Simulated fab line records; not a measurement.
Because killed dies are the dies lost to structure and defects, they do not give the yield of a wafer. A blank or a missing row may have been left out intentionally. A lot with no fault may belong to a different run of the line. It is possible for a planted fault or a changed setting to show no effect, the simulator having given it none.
Matching of chambers ; flow sfq line ; 4 sister chambers for SFQ_TRILAYER_I5_ETCH_VIA_ETCH_147 on rie diel-02
The step etches the open film in CHF3, stops on Nb, target depth 360 nm. 4 wafers are shown with their chamber, then 7 later ones without.

EACH WAFER AND ITS CHAMBER
wafer;chamber;drypump motor current A (A)
L365.4;1;6.0
L365.6;2;4.7
L368.2;3;6.2
L368.3;0;5.9

WAFERS MISSING THEIR CHAMBER
wafer;drypump motor current A (A)
L368.4;4.7
L369.2;6.2
L369.4;4.7
L369.6;4.7
L370.2;6.0
L370.3;4.7
L370.4;6.1

WHICH CHAMBER EACH WENT THROUGH
wafer;from the rows above;in truth
L368.4;2;2
L369.2;3;3
L369.4;2;2
L369.6;2;2
L370.2;1;1
L370.3;2;2
L370.4;can't be placed: 1 or 3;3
Placed correctly: 6 of 7. Cannot be placed on the basis of these rows: 1; the candidates contain the true chamber in 1. Number placed wrongly: 0.
How it was worked out, from the rows above alone: a wafer's distance from a chamber is the root of the sum, over the readings, of the square of ((its reading less the chamber's mean) divided by the reading's scatter). If the next closest chamber is less than 2 further off than the closest, the wafer can't be placed; otherwise it belongs to the closest. For every chamber, the mean is computed from those of its wafers that are shown. The scatter: with one shown wafer a chamber, the root of the mean of the squares of how far each hidden wafer lies from its nearest shown one.
